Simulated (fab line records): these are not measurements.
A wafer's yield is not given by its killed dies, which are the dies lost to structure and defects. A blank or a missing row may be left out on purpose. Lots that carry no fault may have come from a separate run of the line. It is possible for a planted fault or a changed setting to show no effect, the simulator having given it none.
fab line records	flow sky130
[record] lots = 14	wafers = 42	last-day = 51
route steps=708 shown LI_CONTACT@384 LOCAL_INTERCONNECT@401 CONTACT@411
lots that met no fault: taken from a fault-free run of the same line
start-h: start of the lot's first displayed wafer, in hours after the record's first day	wait-h: hours from the lot's prior step to this one	" repeats the value in the row above	L1.1+2: several wafers, shown together as one row	- either no value or no given start	* or withheld: withheld	< > ~ a bound
route shown NAME@n: NAME is a module with steps in the file, n the number in the route of the first one	usual: the fault-free wafers' mean and standard deviation	same: alike in all rows	chamber/n: place in a boat	sites: per-site readings	_std_site: the values' standard deviation	_edge_site: mean of outer sites minus mean of inner sites	radius-mm: for every site, how far away it sits from the centre of the wafer	mask NAME#n: copy n	behind: the most recent tool/chamber to have shaped the wafer	hold: reason for holding the lot/hours on hold/outcome of the hold	device: names the non-switching transistor (n, p or np)	end of line: the route-end tests of the same wafers	where a step has no rows: the recipe by itself	killed: count of dies lost to structure and defects at first sort (not the wafer's yield)	map: dies across one wafer; x = killed, . = not, _ = none there
set.NAME: the setting as run; set.NAME@STEP: as run at that earlier step	model.NAME: the simulator's own value behind a step, which no gauge read
a sample of lots followed through the steps of the route, with each step as a table and each wafer as a row
services: the hour from which a tool's chamber was out of use, counted from the record's first day as start-h (under 0 if before that day), plus the number of hours and why
[[steps]]
[step SKY_LI_CONTACT_RS_MEAS_22]
[recipe] thk-meas-gauge = four-point-probe	reads = W_of_LI_CONTACT_CVD_21+TiN_of_LI_CONTACT_SPUTTER_20+Ti_of_LI_CONTACT_SPUTTER_19
[usual] LI_CONTACT_W_RS = 0.2845/0.0025
lot.wafer	tool	chamber	start-h	wait-h	LI_CONTACT_W_RS[ohm/sq]
L249.2	film-metro-04	-	708.54	0.1	0.2839
L249.3	"	-	"	"	0.2848
L249.5	"	-	"	"	0.2834
L248.2	film-metro-03	-	709.19	0.1	0.2839
L248.3	"	-	"	"	0.2816
L248.5	"	-	"	"	0.2839
L251.2	film-metro-04	-	715.79	0.1	0.2843
L251.3	"	-	"	"	0.2843
L251.4	"	-	"	"	0.2817
L252.1	film-metro-04	-	722.84	0.1	0.2865
L252.2	"	-	"	"	0.2880
L252.4	"	-	"	"	0.2851
L256.2	film-metro-02	-	754.19	0.1	0.2854
L256.5	"	-	"	"	0.2810
L256.6	"	-	"	"	0.2816
L257.2	film-metro-03	-	760.50	0.1	0.2833
L257.3	"	-	"	"	0.2843
L257.6	"	-	"	"	0.2845
L258.2	film-metro-03	-	779.00	0.1	0.2851
L258.3	"	-	"	"	0.2863
L258.5	"	-	"	"	0.2856
L259.1	film-metro-02	-	781.24	0.1	0.2835
L259.2	"	-	"	"	0.2832
L259.5	"	-	"	"	0.2841
L264.3	film-metro-02	-	814.22	0.1	0.2890
L264.4	"	-	"	"	0.2852
L264.5	"	-	"	"	0.2857
L267.3	film-metro-02	-	835.07	0.1	0.2798
L267.4	"	-	"	"	0.2861
L267.5	"	-	"	"	0.2835
L266.3	film-metro-04	-	835.30	0.1	0.2825
L266.5	"	-	"	"	0.2829
L266.6	"	-	"	"	0.2790
L269.1	film-metro-02	-	881.25	0.1	0.2854
L269.3	"	-	"	"	0.2897
L269.6	"	-	"	"	0.2858
L270.1	film-metro-02	-	882.38	0.1	0.2841
L270.2	"	-	"	"	0.2807
L270.6	"	-	"	"	0.2833
L268.2	film-metro-03	-	885.20	0.1	0.2851
L268.3	"	-	"	"	0.2807
L268.4	"	-	"	"	0.2860
[step SKY_LOCAL_INTERCONNECT_METAL_ETCH_14]
[recipe] target-depth-nm = 110	stop-on = PSG	chemistry = Cl2/BCl3	target = TiN	resist-sidewall-deg = 88	pressure-mtorr = 10	icp-w = 900	bias-w = 48.5	Cl2_flow_sccm = 60	bcl3-flow-sccm = 30	time-s = 31.4
[usual] bias-w = 48.51/0.13	drypump-motor-current-A = 5.7/0.37	oes-product-au = 0.941/0.0075	throttle-valve-pct = 21.902/0.0099
lot.wafer	tool	chamber	start-h	wait-h	bias-w	drypump-motor-current-A	oes-product-au	rf-hours-counter-h	throttle-valve-pct
L249.2	rie-metal-02	0	737.01	0.0	48.72	6.2	0.947	13	21.906
L249.3	"	1	"	"	48.37	5.3	0.932	-	21.904
L249.5	"	1	"	"	48.50	5.4	0.942	-	21.901
L248.2	rie-metal-04	1	737.74	0.0	48.53	5.3	0.936	5	21.905
L248.3	"	1	"	"	48.50	5.3	0.937	-	21.912
L248.5	"	0	"	"	48.60	6.1	0.942	-	21.916
L251.2	rie-metal-04	1	743.61	0.0	48.41	5.3	0.954	5	21.887
L251.3	"	0	"	"	48.65	6.1	0.955	-	21.902
L251.4	"	1	"	"	48.27	5.3	0.951	-	21.880
L252.1	rie-metal-02	1	751.21	0.0	48.58	5.4	0.936	1	21.888
L252.2	"	0	"	"	48.44	6.2	0.923	14	21.886
L252.4	"	0	"	"	48.52	6.2	0.936	-	21.894
L256.2	rie-metal-02	1	782.29	0.1	48.64	5.4	0.948	-	21.902
L256.5	"	1	"	"	48.54	5.4	0.950	-	21.927
L256.6	"	1	"	"	48.57	5.4	0.946	-	21.906
L257.2	rie-metal-02	1	788.17	0.1	48.50	5.4	0.954	-	21.883
L257.3	"	1	"	"	48.60	5.3	0.942	-	21.900
L257.6	"	1	"	"	48.71	5.4	0.937	-	21.895
L258.2	rie-metal-04	0	806.74	0.0	48.44	6.1	0.934	0	21.907
L258.3	"	0	"	"	48.32	6.1	0.941	-	21.904
L258.5	"	0	"	"	48.56	6.1	0.943	-	21.918
L259.1	rie-metal-04	1	808.51	0.0	48.18	5.3	0.940	8	21.894
L259.2	"	0	"	"	48.71	6.1	0.937	0	21.902
L259.5	"	1	"	"	48.42	5.3	0.936	-	21.904
L264.3	rie-metal-04	0	841.07	0.0	48.34	6.1	0.903	-	21.940
L264.4	"	1	"	"	48.61	5.3	0.894	-	21.928
L264.5	"	0	"	"	48.39	6.1	0.901	-	21.930
L267.3	rie-metal-02	0	861.42	0.0	48.39	6.2	0.929	-	21.921
L267.4	"	1	"	"	48.55	5.3	0.933	-	21.909
L267.5	"	1	"	"	48.72	5.4	0.943	-	21.913
L266.3	rie-metal-04	1	862.17	0.0	48.66	5.3	0.895	-	21.915
L266.5	"	1	"	"	48.62	5.3	0.890	-	21.936
L266.6	"	0	"	"	48.65	6.1	0.901	-	21.918
L269.1	rie-metal-01	0	907.79	0.0	48.66	6.1	0.947	4	21.894
L269.3	"	0	"	"	48.69	6.0	0.937	-	21.882
L269.6	"	0	"	"	48.59	6.1	0.943	-	21.895
L270.1	rie-metal-02	0	908.74	0.0	48.50	6.2	0.941	4	21.904
L270.2	"	1	"	"	48.49	5.3	0.945	9	21.887
L270.6	"	0	"	"	48.48	6.2	0.939	-	21.912
L268.2	rie-metal-02	1	911.64	0.0	48.69	5.3	0.941	9	21.889
L268.3	"	1	"	"	48.71	5.3	0.930	-	21.900
L268.4	"	0	"	"	48.35	6.2	0.949	-	21.891
[step SKY_LOCAL_INTERCONNECT_STRIP_15]
[recipe] chemistry = O2/N2	power-w = 1400	pressure-mtorr = 1500	platen-temp-c = withheld	o2-flow-sccm = 3000	n2-flow-sccm = 300	overash-fraction = 0.5
[usual] drypump-motor-current-A = 6.1/0.38	n2-flow-sccm = 300.0/0.86	oes-product-au = 0.426/0.0044	strip-time-to-endpoint-s = 4.702/0.019
lot.wafer	tool	chamber	start-h	wait-h	drypump-motor-current-A	n2-flow-sccm	oes-product-au	rf-hours-counter-h	strip-time-to-endpoint-s
L249.2	plasma-asher-04	1	737.06	0.0	5.8	301.6	0.431	92	4.685
L249.3	"	1	"	"	5.8	301.7	0.422	-	4.668
L249.5	"	1	"	"	5.8	300.7	0.424	-	4.679
L248.2	plasma-asher-04	0	737.79	0.0	6.4	300.7	0.428	92	4.689
L248.3	"	1	"	"	5.8	300.7	0.421	-	4.707
L248.5	"	0	"	"	6.4	298.8	0.417	-	4.681
L251.2	plasma-asher-04	0	743.66	0.0	6.4	300.3	0.424	93	4.686
L251.3	"	1	"	"	5.8	298.9	0.424	-	4.673
L251.4	"	0	"	"	6.4	300.0	0.419	-	4.692
L252.1	plasma-asher-04	0	751.26	0.0	6.4	300.3	0.423	94	4.664
L252.2	"	1	"	"	5.8	301.6	0.427	94	4.698
L252.4	"	0	"	"	6.4	300.1	0.431	-	4.709
L256.2	plasma-asher-03	1	782.37	0.1	5.4	301.3	0.424	4	4.691
L256.5	"	1	"	"	5.5	300.0	0.431	-	4.672
L256.6	"	0	"	"	6.6	298.2	0.430	-	4.695
L257.2	plasma-asher-03	0	788.25	0.1	6.6	300.8	0.422	4	4.690
L257.3	"	0	"	"	6.6	299.3	0.423	-	4.706
L257.6	"	0	"	"	6.5	299.3	0.432	-	4.685
L258.2	plasma-asher-04	0	806.79	0.0	6.3	301.0	0.423	99	4.686
L258.3	"	1	"	"	5.8	300.1	0.424	-	4.687
L258.5	"	1	"	"	5.8	300.7	0.416	-	4.693
L259.1	plasma-asher-02	0	808.56	0.0	6.4	299.6	0.420	70	4.722
L259.2	"	1	"	"	5.8	299.6	0.433	70	4.715
L259.5	"	1	"	"	5.8	300.4	0.430	-	4.738
L264.3	plasma-asher-02	1	841.14	0.1	5.8	300.3	0.426	-	4.751
L264.4	"	0	"	"	6.3	299.6	0.424	-	4.785
L264.5	"	1	"	"	5.8	300.4	0.428	-	4.783
L267.3	plasma-asher-03	0	861.49	0.1	6.6	299.9	0.429	-	4.706
L267.4	"	1	"	"	5.5	298.9	0.414	-	4.725
L267.5	"	0	"	"	6.6	298.9	0.425	-	4.721
L266.3	plasma-asher-02	1	862.24	0.1	5.8	300.4	0.433	-	4.816
L266.5	"	1	"	"	5.8	301.2	0.428	-	4.770
L266.6	"	0	"	"	6.3	299.7	0.427	-	4.771
L269.1	plasma-asher-03	1	907.84	0.0	5.5	299.1	0.424	16	4.695
L269.3	"	1	"	"	5.4	299.1	0.422	-	4.679
L269.6	"	1	"	"	5.4	298.8	0.430	-	4.684
L270.1	plasma-asher-04	0	908.79	0.0	6.4	298.9	0.423	109	4.711
L270.2	"	1	"	"	5.8	300.4	0.428	109	4.705
L270.6	"	0	"	"	6.4	298.3	0.427	-	4.699
L268.2	plasma-asher-02	0	911.69	0.0	6.4	300.5	0.425	80	4.713
L268.3	"	1	"	"	5.8	300.4	0.430	-	4.719
L268.4	"	0	"	"	6.3	299.3	0.429	-	4.725
[step SKY_CONTACT_BOW_MEAS_05]
[recipe] mode = bow
[usual] CONTACT_BOW = 82/7
lot.wafer	tool	chamber	start-h	wait-h	CONTACT_BOW[um]
L249.2	film-metro-01	-	738.19	0.2	80
L249.3	"	-	"	"	91
L249.5	"	-	"	"	82
L248.2	film-metro-01	-	738.92	0.2	86
L248.3	"	-	"	"	78
L248.5	"	-	"	"	82
L251.2	film-metro-01	-	744.79	0.2	93
L251.3	"	-	"	"	87
L251.4	"	-	"	"	88
L252.1	film-metro-04	-	752.82	0.2	84
L252.2	"	-	"	"	68
L252.4	"	-	"	"	78
L256.2	film-metro-03	-	783.55	0.3	90
L256.5	"	-	"	"	78
L256.6	"	-	"	"	91
L257.2	film-metro-01	-	789.42	0.3	80
L257.3	"	-	"	"	70
L257.6	"	-	"	"	84
L258.2	film-metro-01	-	807.92	0.2	86
L258.3	"	-	"	"	83
L258.5	"	-	"	"	87
L259.1	film-metro-01	-	809.68	0.1	84
L259.2	"	-	"	"	89
L259.5	"	-	"	"	92
L267.3	film-metro-04	-	862.61	0.2	72
L267.4	"	-	"	"	79
L267.5	"	-	"	"	68
L269.1	film-metro-04	-	908.95	0.1	88
L269.3	"	-	"	"	80
L269.6	"	-	"	"	71
L270.1	film-metro-04	-	909.90	0.2	81
L270.2	"	-	"	"	75
L270.6	"	-	"	"	89
L268.2	film-metro-04	-	913.07	0.2	93
L268.3	"	-	"	"	86
L268.4	"	-	"	"	79
[step SKY_CONTACT_ETCH_17]
[recipe] target = SiO2	chemistry = C4F8/O2/Ar	stop-on = Si3N4	mask-material = KrF-thick	source-w = 1500	bias-w = 1200	pressure-mtorr = 40	c4f8-flow-sccm = withheld	O2_flow_sccm = 6	Ar_flow_sccm = 300	time-s = withheld	target-depth-a = 3400
[usual] bias-w = 1200/3.8	oes-product-au = 0.892/0.0049
lot.wafer	tool	chamber	start-h	wait-h	bias-w	oes-product-au
L249.2	rie-diel-03	3	764.94	0.0	1198	0.888
L249.3	"	0	"	"	1205	0.897
L249.5	"	2	"	"	1202	0.895
L248.2	rie-diel-02	3	765.29	0.0	1204	0.894
L248.3	"	0	"	"	1200	0.895
L248.5	"	0	"	"	1199	0.888
L251.2	rie-diel-04	2	771.66	0.0	1200	0.886
L251.3	"	1	"	"	1193	0.892
L251.4	"	2	"	"	1191	0.883
L252.1	rie-diel-02	0	779.16	0.0	1200	0.895
L252.2	"	3	"	"	1197	0.896
L252.4	"	1	"	"	1202	0.888
L256.2	rie-diel-02	2	810.06	0.0	1195	0.893
L256.5	"	3	"	"	1202	0.892
L256.6	"	2	"	"	1202	0.891
L257.2	rie-diel-03	2	815.99	0.0	1202	0.894
L257.3	"	1	"	"	1204	0.891
L257.6	"	1	"	"	1205	0.888
L258.2	rie-diel-03	3	834.68	0.0	1202	0.902
L258.3	"	2	"	"	1198	0.890
L258.5	"	2	"	"	1203	0.893
L259.1	rie-diel-04	3	837.07	0.0	1207	0.898
L259.2	"	1	"	"	1201	0.896
L259.5	"	0	"	"	1201	0.890
L267.3	rie-diel-04	0	888.54	0.0	1202	0.892
L267.4	"	2	"	"	1188	0.893
L267.5	"	1	"	"	1201	0.892
L269.1	rie-diel-04	1	933.74	0.0	1194	0.895
L269.3	"	3	"	"	1204	0.889
L269.6	"	2	"	"	1204	0.878
L270.1	rie-diel-02	0	934.83	0.0	1198	0.897
L270.2	"	2	"	"	1199	0.894
L270.6	"	1	"	"	1210	0.894
L268.2	rie-diel-02	2	938.83	0.0	1203	0.885
L268.3	"	3	"	"	1195	0.888
L268.4	"	1	"	"	1194	0.894
[[services]]
tool	chamber	start-h	hours	kind
rie-metal-02	-	730.53	1.6	repair
plasma-asher-03	-	733.75	9.0	pm
plasma-asher-03	-	747.62	4.1	repair
rie-metal-02	-	748.32	1.4	repair
rie-diel-04	0	765.69	6.6	repair
rie-metal-02	0	770.18	-	clean
rie-metal-02	0	770.18	33.2	scheduled-down
rie-metal-02	0	770.18	33.2	vent-cycle
rie-metal-04	0	774.87	-	clean
rie-metal-04	0	774.87	19.0	scheduled-down
plasma-asher-04	-	787.98	3.2	repair
rie-diel-02	3	790.15	6.4	repair
rie-diel-04	-	805.43	0.8	repair
rie-diel-04	-	819.53	0.8	repair
plasma-asher-04	-	825.93	1.8	repair
rie-diel-02	3	839.92	6.0	repair
rie-diel-02	-	840.00	0.2	repair
rie-metal-02	1	849.39	1.5	repair
rie-diel-03	2	860.47	7.9	repair
rie-diel-03	0	868.68	2.4	repair
plasma-asher-03	-	888.86	2.8	repair
rie-diel-04	2	893.15	5.9	repair
rie-diel-03	3	899.94	4.7	repair
rie-diel-02	1	919.02	6.1	repair
[[key]]
[first-sign] step = SKY_LOCAL_INTERCONNECT_METAL_ETCH_14	reading = oes-product-au	direction = down	sigmas = 5.8	usual = 0.941	struck = 0.897
[effect] step = SKY_LOCAL_INTERCONNECT_METAL_ETCH_14	reading = throttle-valve-pct	direction = up	sigmas = 2.6	usual = 21.902	struck = 21.928	wafers-moved = 5
[effect] step = SKY_LOCAL_INTERCONNECT_STRIP_15	reading = strip-time-to-endpoint-s	direction = up	sigmas = 4	usual = *	struck = *
met-at SKY_LOCAL_INTERCONNECT_METAL_ETCH_14
struck-lots L264,L266
later-rows-left-out L264.3,L264.4,L264.5,L266.3,L266.5,L266.6
sort-left-out L264.3,L264.4,L264.5,L266.3,L266.5,L266.6
tester-left-out L264,L266
not-acting-at SKY_LI_CONTACT_RS_MEAS_22,SKY_CONTACT_BOW_MEAS_05,SKY_CONTACT_ETCH_17
onset-between 808.51 841.07
[fault] kind = process-parameter-drift	tool = rie-metal-04	chamber = -	onset-h = 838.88	steps = SKY_LOCAL_INTERCONNECT_METAL_ETCH_14	channel = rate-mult	offset = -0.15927	shape = step	end-h = 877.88
// tester-left-out: of these lots the tester's yield and bins aren't shown, on N5 and GAA mostly nor the transistor test; their killed dies are dies lost to structure and defects alone, not to doping, threshold or leakage, so they don't give the yield
// sort-left-out: the simulated sort isn't trusted on such a fault, so these wafers' sort isn't shown, and their yield isn't known
// later-rows-left-out: the simulator's readings of these wafers behind a module that went badly wrong aren't trusted and aren't shown, but for the sort
